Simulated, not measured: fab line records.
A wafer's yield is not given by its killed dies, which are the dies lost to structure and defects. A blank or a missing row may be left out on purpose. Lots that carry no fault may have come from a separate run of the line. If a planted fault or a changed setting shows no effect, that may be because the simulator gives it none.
Which tool is to blame? + flow sky130 + 13 lots, 39 wafers sampled, at 4 steps of a route of 708

## WHAT THE GAUGES READ, wafer by wafer
SKY_CONTACT_BOW_MEAS_05. Usual: for CONTACT_BOW the level is 81 um and the standard deviation is 6.1.
| lot  | measured     | on            | CONTACT_BOW (um) | flag |
|------|--------------|---------------|------------------|------|
| L739 | day 30 05:26 | film metro-03 | 84 86 86         |      |
| L740 | day 30 18:50 | film metro-01 | 73 80 84         |      |
| L741 | day 31 00:59 | film metro-01 | 81 77 76         |      |
| L742 | day 31 08:28 | film metro-01 | 88 98 80         |      |
| L743 | day 31 21:24 | film metro-03 | 83 78 90         |      |
| L744 | day 32 06:22 | film metro-01 | 86 76 73         |      |
| L745 | day 32 12:06 | film metro-02 | 83 87 77         |      |
| L747 | day 33 03:56 | film metro-01 | 68 73 71         |      |
| L749 | day 34 01:01 | film metro-02 | 78 79 77         |      |
| L753 | day 34 19:52 | film metro-01 | 78 79 78         |      |
| L754 | day 35 07:23 | film metro-03 | 89 78 94         |      |
| L758 | day 36 16:40 | film metro-03 | 86 80 78         |      |
| L762 | day 37 08:57 | film metro-03 | 90 64 82         |      |

SKY_METAL2_OVL_MEAS_16. Usual: for METAL2_OVL the level is 2 nm and the standard deviation is 5.7.
| lot  | measured     | on         | METAL2_OVL (nm) | flag |
|------|--------------|------------|-----------------|------|
| L739 | day 34 21:52 | overlay-01 | 1 2 -6          |      |
| L740 | day 35 11:19 | overlay-02 | 16 10 5         |      |
| L741 | day 35 18:10 | overlay-02 | 5 7 11          |      |
| L742 | day 36 00:11 | overlay-01 | 9 10 6          |      |
| L743 | day 36 16:49 | overlay-02 | 1 -5 -2         |      |
| L744 | day 36 22:00 | overlay-02 | -3 -4 -2        |      |
| L745 | day 37 01:06 | overlay-01 | 6 7 3           |      |
| L747 | day 37 15:01 | overlay-01 | 0 8 12          |      |
| L749 | day 38 14:43 | overlay-01 | -4 2 -4         |      |
| L753 | day 39 07:49 | overlay-01 | 13 7 5          |      |
| L754 | day 39 17:05 | overlay-02 | -6 -2 2         |      |
| L758 | day 41 03:28 | overlay-02 | -4 -2 -1        |      |
| L762 | day 41 16:18 | overlay-02 | 10 4 0          |      |

## WHAT TOOL EACH LOT RAN ON (gives the tool, then ch and the chambers of the sampled wafers, and finally the start)
| lot  | SKY_LI_CONTACT_STRIP_16              | SKY_METAL2_SPUTTER_02        |
|------|--------------------------------------|------------------------------|
| L739 | plasma asher-02 ch 0,1, day 28 22:28 | pvd sputter-04, day 33 19:53 |
| L740 | plasma asher-02 ch 0,1, day 29 12:05 | pvd sputter-02, day 34 08:22 |
| L741 | plasma asher-03 ch 0,1, day 29 18:14 | pvd sputter-04, day 34 15:26 |
| L742 | plasma asher-04 ch 0,1, day 30 02:26 | pvd sputter-02, day 34 21:29 |
| L743 | plasma asher-03 ch 0,1, day 30 15:08 | pvd sputter-03, day 35 14:50 |
| L744 | plasma asher-02 ch 0,1, day 31 00:07 | pvd sputter-03, day 35 19:55 |
| L745 | plasma asher-03 ch 1, day 31 02:44   | pvd sputter-04, day 35 22:48 |
| L747 | plasma asher-02 ch 0,1, day 31 22:56 | pvd sputter-04, day 36 13:18 |
| L749 | plasma asher-03 ch 0, day 32 21:44   | pvd sputter-04, day 37 12:44 |
| L753 | plasma asher-03 ch 0,1, day 33 15:20 | pvd sputter-04, day 38 06:38 |
| L754 | plasma asher-03 ch 0,1, day 34 02:52 | pvd sputter-03, day 38 16:01 |
| L758 | plasma asher-02 ch 0,1, day 35 12:08 | pvd sputter-03, day 40 02:50 |
| L762 | plasma asher-02 ch 0,1, day 36 05:01 | pvd sputter-02, day 40 15:54 |
- SKY_LI_CONTACT_STRIP_16: strips in O2/N2.
- SKY_METAL2_SPUTTER_02: material AlCu, target thk 250 nm, time 13.3 s.

## AS READ BY THE TOOLS THEMSELVES (means over the sampled wafers that have a number; for cases with no such wafer, the mark the record gives instead)
SKY_LI_CONTACT_STRIP_16. Usual: drypump motor current A 5.8 A, standard deviation 0.38; oes product au 0.376 a.u., standard deviation 0.0044; strip time to endpoint s 3.493 s, standard deviation 0.026.
| lot  | tool            | drypump motor current A (A) | oes product au (a.u.) | strip time to endpoint s (s) | flag |
|------|-----------------|-----------------------------|-----------------------|------------------------------|------|
| L739 | plasma asher-02 | 5.9                         | 0.375                 | 3.500                        |      |
| L740 | plasma asher-02 | 5.9                         | 0.376                 | 3.502                        |      |
| L741 | plasma asher-03 | 6.0                         | 0.377                 | 3.451                        |      |
| L742 | plasma asher-04 | 6.1                         | 0.372                 | 3.481                        |      |
| L743 | plasma asher-03 | 5.7                         | 0.374                 | 3.486                        |      |
| L744 | plasma asher-02 | 5.7                         | 0.378                 | 3.504                        |      |
| L745 | plasma asher-03 | 5.5                         | 0.379                 | 3.498                        |      |
| L747 | plasma asher-02 | 5.7                         | 0.376                 | 3.526                        |      |
| L749 | plasma asher-03 | 6.1                         | 0.381                 | 3.517                        |      |
| L753 | plasma asher-03 | 5.9                         | 0.373                 | 3.487                        |      |
| L754 | plasma asher-03 | 5.7                         | 0.382                 | 3.510                        |      |
| L758 | plasma asher-02 | 5.9                         | 0.377                 | 3.497                        |      |
| L762 | plasma asher-02 | 5.7                         | 0.372                 | 3.495                        |      |

SKY_METAL2_SPUTTER_02. Usual: throttle valve pct at 29.8 %, with a standard deviation of 1.3.
| lot  | tool           | throttle valve pct (%) | flag |
|------|----------------|------------------------|------|
| L739 | pvd sputter-04 | 29.3                   |      |
| L740 | pvd sputter-02 | 31.3                   |      |
| L741 | pvd sputter-04 | 29.0                   |      |
| L742 | pvd sputter-02 | 31.6                   |      |
| L743 | pvd sputter-03 | 29.1                   |      |
| L744 | pvd sputter-03 | 29.8                   |      |
| L745 | pvd sputter-04 | 29.2                   |      |
| L747 | pvd sputter-04 | 28.8                   |      |
| L749 | pvd sputter-04 | 29.0                   |      |
| L753 | pvd sputter-04 | 29.0                   |      |
| L754 | pvd sputter-03 | 29.0                   |      |
| L758 | pvd sputter-03 | 29.1                   |      |
| L762 | pvd sputter-02 | 30.6                   |      |

## THE ANSWER, worked out from the rows above alone
Rule: lot off if the mean of its wafers having a number is beyond 3 standard deviations from the usual mean. Also off: a lot with no number at a reading for which 4 or more lots have one. All remaining lots with rows at the step are treated as sound. After the gauges, taken in route order, come the tools' own readings; for these a lot's mean is taken, as printed above. At the first step where some lot is off, the reading lying furthest off is the one used; lots without a number count as furthest.
Nothing can be told from this: no lot is off at any reading shown.

## WHAT WAS PUT IN BY THE SIMULATOR
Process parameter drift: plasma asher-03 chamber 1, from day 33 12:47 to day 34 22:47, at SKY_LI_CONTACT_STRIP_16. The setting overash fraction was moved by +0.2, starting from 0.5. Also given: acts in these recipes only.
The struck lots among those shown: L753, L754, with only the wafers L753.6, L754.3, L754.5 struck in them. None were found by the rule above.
